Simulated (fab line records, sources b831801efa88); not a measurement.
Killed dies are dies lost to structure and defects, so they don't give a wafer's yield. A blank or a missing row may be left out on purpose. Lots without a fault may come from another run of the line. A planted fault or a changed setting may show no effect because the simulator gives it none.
Tool commonality check | flow sky130 | 12 lots, 36 wafers sampled

WHY IT WAS OPENED
At SKY_GATE_OXIDE_TW_MEAS_14 the reading GATE_OXIDE_TW is flagged on 2 of 12 lots. Wafers without a fault read 225.5, standard deviation 2.4.
Rule: a lot is flagged when every wafer of it that has a number lies more than 4 standard deviations from that mean, or none has a number. The other lots count as sound.

lot  | measured     | on            | GATE_OXIDE_TW, wafer by wafer | flag
L118 | day 13 22:00 | film_metro-01 | 226.8 228.4 228.3             |
L119 | day 14 08:24 | film_metro-01 | 228.4 227.6 227.3             |
L122 | day 16 00:13 | film_metro-01 | 228.6 227.3 226.9             |
L129 | day 17 22:56 | film_metro-01 | 246.2 245.6 246.2             | FLAGGED
L130 | day 18 06:57 | film_metro-03 | 241.3 240.5 240.6             | FLAGGED
L131 | day 18 11:15 | film_metro-02 | 223.6 222.0 222.4             |
L133 | day 19 03:02 | film_metro-02 | 223.1 222.8 223.4             |
L134 | day 19 18:44 | film_metro-03 | 223.8 223.1 224.5             |
L137 | day 20 19:13 | film_metro-02 | 223.0 225.1 224.4             |
L138 | day 21 19:11 | film_metro-03 | 224.7 224.7 224.6             |
L139 | day 21 23:04 | film_metro-01 | 229.0 228.8 228.7             |
L140 | day 22 00:59 | film_metro-01 | 230.1 229.2 229.4             |
The numbers of the flagged lots are 243.4 on average: +17.9 against the usual, or +7 standard deviations.

WHICH TOOL RAN EACH LOT
The record holds 2 process steps before the reading, out of a route of 708 steps. In each cell: the tool, then ch and the chambers that the sampled wafers went through, then the start.
lot  | flag    | SKY_NWELL_STRIP_14                   | SKY_GATE_OXIDE_IMPLANT_11
L118 |         | plasma_asher-04 ch 0,1, day 4 19:18  | implanter-04 ch 0, day 13 21:40
L119 |         | plasma_asher-03 ch 0,1, day 4 22:12  | implanter-04 ch 0, day 14 08:03
L122 |         | plasma_asher-04 ch 0,1, day 6 01:36  | implanter-03 ch 0, day 15 23:52
L129 | FLAGGED | plasma_asher-02 ch 0,1, day 7 13:15  | implanter-04 ch 0, day 17 22:35
L130 | FLAGGED | plasma_asher-02 ch 0,1, day 7 16:43  | implanter-04 ch 0, day 18 06:30
L131 |         | plasma_asher-04 ch 0,1, day 7 22:11  | implanter-03 ch 0, day 18 10:53
L133 |         | plasma_asher-04 ch 0,1, day 8 09:10  | implanter-01 ch 0, day 19 02:43
L134 |         | plasma_asher-03 ch 0,1, day 8 14:57  | implanter-03 ch 0, day 19 18:23
L137 |         | plasma_asher-04 ch 0,1, day 9 09:08  | implanter-01 ch 0, day 20 18:52
L138 |         | plasma_asher-03 ch 0,1, day 10 00:52 | implanter-03 ch 0, day 21 18:50
L139 |         | plasma_asher-03 ch 0,1, day 10 04:37 | implanter-03 ch 0, day 21 22:43
L140 |         | plasma_asher-04 ch 0,1, day 10 04:45 | implanter-03 ch 0, day 22 00:38
What these steps do:
- SKY_NWELL_STRIP_14: strips in O2/N2.
- SKY_GATE_OXIDE_IMPLANT_11
- SKY_GATE_OXIDE_TW_MEAS_14

FLAGGED OVER TOTAL, TOOL BY TOOL (the gauges that took the reading come last)
step                      | tool            | lots run | flagged | share of the flagged lots | sound lots run after its first flagged lot
SKY_NWELL_STRIP_14        | plasma_asher-02 | 2        | 2       | all                       | 0
SKY_NWELL_STRIP_14        | plasma_asher-03 | 4        | 0       | none                      | -
SKY_NWELL_STRIP_14        | plasma_asher-04 | 6        | 0       | none                      | -
SKY_GATE_OXIDE_IMPLANT_11 | implanter-01    | 2        | 0       | none                      | -
SKY_GATE_OXIDE_IMPLANT_11 | implanter-03    | 6        | 0       | none                      | -
SKY_GATE_OXIDE_IMPLANT_11 | implanter-04    | 4        | 2       | all                       | 0
SKY_GATE_OXIDE_TW_MEAS_14 | film_metro-01   | 6        | 1       | some                      | 2 (L139,L140)
SKY_GATE_OXIDE_TW_MEAS_14 | film_metro-02   | 3        | 0       | none                      | -
SKY_GATE_OXIDE_TW_MEAS_14 | film_metro-03   | 3        | 1       | some                      | 2 (L134,L138)

WHAT THE TABLE ALLOWS
2 rows of the table ran every flagged lot: plasma_asher-02 at SKY_NWELL_STRIP_14, implanter-04 at SKY_GATE_OXIDE_IMPLANT_11.
- plasma_asher-02 at SKY_NWELL_STRIP_14: 2 of its 2 lots flagged. It ran no sound lot before its first flagged lot in this sample, so the start can't be narrowed down.
- implanter-04 at SKY_GATE_OXIDE_IMPLANT_11: 2 of its 4 lots flagged. Its last sound lot is L119 (day 14 08:03), its first flagged lot L129 (day 17 22:35): a fault that began between those two fits. Its own readings lie more than 4 standard deviations out on every wafer of the flagged lots: dose_ions_cm2, faraday_current_uA.
Counting lots can't tell these 2 tools apart, because each fits a fault that began at some hour. More lots, or a look at what each step does to the wafer, might.

WHAT THE SIMULATOR HAD PUT IN
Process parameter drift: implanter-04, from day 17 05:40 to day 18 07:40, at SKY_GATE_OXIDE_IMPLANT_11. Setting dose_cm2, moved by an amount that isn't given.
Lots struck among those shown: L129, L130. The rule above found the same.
